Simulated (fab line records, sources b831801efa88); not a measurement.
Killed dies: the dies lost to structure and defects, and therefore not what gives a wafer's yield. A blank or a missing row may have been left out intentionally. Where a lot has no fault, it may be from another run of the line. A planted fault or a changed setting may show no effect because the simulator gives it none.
Matching of chambers ; flow sfq_line ; 4 sister chambers for SFQ_TRILAYER_I4_CMP_CMP_100 on cmp-01
The step polishes SiO2. 4 wafers are shown with their chamber, then 8 later ones without.

== WAFERS PAIRED WITH THEIR CHAMBERS ==
wafer;chamber;motor_current_A (A)
L444.6;0;10.1
L450.1;2;11.5
L450.2;1;10.1
L452.3;3;9.4

== WAFERS MISSING THEIR CHAMBER ==
wafer;motor_current_A (A)
L452.4;9.8
L452.5;10.6
L459.3;10.4
L459.1;9.3
L459.4;9.3
L463.1;10.4
L463.5;12.3
L463.6;10.2

== WHICH CHAMBER EACH ONE RAN IN ==
wafer;from the rows above;in truth
L452.4;can't be placed: 0 or 1 or 3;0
L452.5;can't be placed: 0 or 1 or 2 or 3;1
L459.3;can't be placed: 0 or 1 or 3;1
L459.1;can't be placed: 3 or 0 or 1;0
L459.4;can't be placed: 3 or 0 or 1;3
L463.1;can't be placed: 0 or 1 or 3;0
L463.5;2;2
L463.6;can't be placed: 0 or 1 or 3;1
Correct placement for 1 of the 8. Cannot be placed on the basis of these rows: 7; the candidates contain the true chamber in 7. 0 placed wrongly.
How it was worked out, from the rows above alone: a wafer's distance from a chamber is the root of the sum, over the readings, of the square of ((its reading less the chamber's mean) divided by the reading's scatter). The wafer belongs to the nearest chamber; if the next one is less than 2 further off, it can't be placed. The mean given for a chamber averages the wafers shown for that chamber. The scatter (one wafer shown for each chamber): square how far every hidden wafer sits from the nearest shown wafer, average those squares and take the square root.
